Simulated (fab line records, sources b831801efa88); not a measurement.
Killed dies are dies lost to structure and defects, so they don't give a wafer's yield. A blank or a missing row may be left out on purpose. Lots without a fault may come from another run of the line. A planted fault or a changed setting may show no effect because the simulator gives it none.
Chamber matching | flow sky130 | SKY_PAD_OPEN_ETCH_07 on rie_diel-02: 4 sister chambers
The step etches the open film in CF4/O2, stops on AlCu, target depth 725 nm, time 161.1 s. 4 wafers are shown with their chamber, then 10 later ones without.

WAFERS WITH THEIR CHAMBER
wafer  | chamber | drypump_motor_current_A (A)
L079.5 | 1       | 5.4
L085.1 | 0       | 6.0
L085.4 | 2       | 5.2
L090.5 | 3       | 5.6

WAFERS WITHOUT THEIR CHAMBER
wafer  | drypump_motor_current_A (A)
L090.6 | 5.9
L091.3 | 5.2
L091.5 | 5.9
L091.6 | 5.7
L093.1 | 5.4
L093.4 | 5.7
L093.5 | 6.0
L097.1 | 5.4
L097.2 | 5.9
L097.3 | 5.6

WHICH CHAMBER EACH WENT THROUGH
wafer  | from the rows above | in truth
L090.6 | 0                   | 0
L091.3 | 2                   | 2
L091.5 | 0                   | 0
L091.6 | 3                   | 3
L093.1 | 1                   | 1
L093.4 | 3                   | 3
L093.5 | 0                   | 0
L097.1 | 1                   | 1
L097.2 | 0                   | 0
L097.3 | 3                   | 3
Placed correctly: 10 of 10. Can't be placed from these rows: 0. Placed wrongly: 0.
How it was worked out, from the rows above alone: a wafer's distance from a chamber is the root of the sum, over the readings, of the square of ((its reading less the chamber's mean) divided by the reading's scatter). The wafer belongs to the nearest chamber; if the next one is less than 2 further off, it can't be placed. A chamber's mean is the mean of its shown wafers. The scatter: with one shown wafer a chamber, the root of the mean of the squares of how far each hidden wafer lies from its nearest shown one.
